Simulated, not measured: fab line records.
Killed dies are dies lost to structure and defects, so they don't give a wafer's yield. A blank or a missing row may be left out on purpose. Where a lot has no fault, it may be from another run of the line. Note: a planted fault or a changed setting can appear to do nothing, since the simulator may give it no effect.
The tool behind it: which one? ; flow gf180mcu ; Sampling: 11 lots, 33 wafers, 5 of 602 route steps

## WHAT THE GAUGES SHOWED, per wafer
GF_M5_CD_MEAS_07: target cd 280 nm.
lot;measured;on;cd_nm (nm)
L436;day 26 06:59;cd_sem-01;280.2 278.7 278.9
L438;day 26 23:33;cd_sem-01;281.1 280.6 281.1
L439;day 27 13:38;cd_sem-01;280.0 279.4 280.9
L440;day 27 19:47;cd_sem-01;280.8 281.3 281.1
L441;day 28 04:48;cd_sem-02;282.1 280.9 280.3
L443;day 28 10:12;cd_sem-01;278.9 278.1 277.9
L444;day 29 00:03;cd_sem-02;280.3 280.4 280.7
L447;day 30 00:33;cd_sem-02;278.7 277.9 278.7
L453;day 31 07:34;cd_sem-02;279.2 278.7 279.2
L455;day 31 21:11;cd_sem-01;279.4 278.0 279.7
L459;day 32 20:21;cd_sem-01;280.0 279.2 279.7

## EACH LOT AND THE TOOL THAT RAN IT (in order: tool; ch and the chambers of the sampled wafers; start)
lot;GF_MIM_SPUTTER_03;GF_MIM_SPUTTER_07;GF_MIM_METAL_ETCH_19;GF_MIM_STRIP_20
L436;pvd_sputter-03, day 24 12:38;pvd_sputter-01, day 24 12:47;rie_metal-04 ch 0,1, day 25 09:31;plasma_asher-04 ch 0,1, day 25 09:36
L438;pvd_sputter-03, day 25 05:27;pvd_sputter-02, day 25 05:37;rie_metal-02 ch 0,1, day 26 03:00;plasma_asher-01 ch 0,1, day 26 03:04
L439;pvd_sputter-03, day 25 19:11;pvd_sputter-02, day 25 19:20;rie_metal-02 ch 0,1, day 26 16:21;plasma_asher-01 ch 0,1, day 26 16:26
L440;pvd_sputter-02, day 26 02:33;pvd_sputter-01, day 26 02:43;rie_metal-04 ch 0,1, day 26 23:01;plasma_asher-01 ch 0,1, day 26 23:05
L441;pvd_sputter-01, day 26 12:11;pvd_sputter-02, day 26 12:21;rie_metal-04 ch 0,1, day 27 08:43;plasma_asher-03 ch 0,1, day 27 08:47
L443;pvd_sputter-01, day 26 17:21;pvd_sputter-02, day 26 17:30;rie_metal-04 ch 0,1, day 27 13:56;plasma_asher-03 ch 0,1, day 27 14:00
L444;pvd_sputter-02, day 27 08:13;pvd_sputter-03, day 27 08:22;rie_metal-03 ch 0,1, day 28 04:40;plasma_asher-03 ch 0,1, day 28 04:44
L447;pvd_sputter-02, day 28 10:11;pvd_sputter-01, day 28 10:20;rie_metal-02 ch 0, day 29 05:04;plasma_asher-01 ch 0,1, day 29 05:13
L453;pvd_sputter-03, day 29 19:19;pvd_sputter-02, day 29 19:28;rie_metal-02 ch 0,1, day 30 13:52;plasma_asher-01 ch 0,1, day 30 13:57
L455;pvd_sputter-01, day 30 08:40;pvd_sputter-02, day 30 08:49;rie_metal-04 ch 0, day 31 03:16;plasma_asher-04 ch 0,1, day 31 03:25
L459;pvd_sputter-03, day 31 09:33;pvd_sputter-02, day 31 09:43;rie_metal-02 ch 0,1, day 32 03:04;plasma_asher-04 ch 0,1, day 32 03:08
- GF_MIM_SPUTTER_03: material Ti, target thk 10 nm, time 6.7 s.
- GF_MIM_SPUTTER_07: material TiN, target thk 60 nm, time 50 s.
- GF_MIM_METAL_ETCH_19: etches the open film in Cl2/BCl3, stops on Si3N4, target depth 324.5 nm, time 54.1 s.
- GF_MIM_STRIP_20: strips in O2/N2.

## THE ANSWER, worked out from the rows above alone
Rule: usual is defined by the lots themselves. The widest of any qualifying gaps counts: lots, ordered by their means at a reading, are off when they make up no more than a third of the lots, leave a main group of 4 or more, and stand apart from it by 3 or more times the standard deviation of that group's means. A main group is skipped when, at the precision printed for the reading in the tables above, its means are all equal. A lot without any number at a reading at which 4 lots or more have one is off too. Where the step has rows for the other lots, those lots are counted as sound.
Across all readings shown, no lot is off: no conclusion can be drawn from this.

## WHAT THE SIMULATOR HAD INSERTED
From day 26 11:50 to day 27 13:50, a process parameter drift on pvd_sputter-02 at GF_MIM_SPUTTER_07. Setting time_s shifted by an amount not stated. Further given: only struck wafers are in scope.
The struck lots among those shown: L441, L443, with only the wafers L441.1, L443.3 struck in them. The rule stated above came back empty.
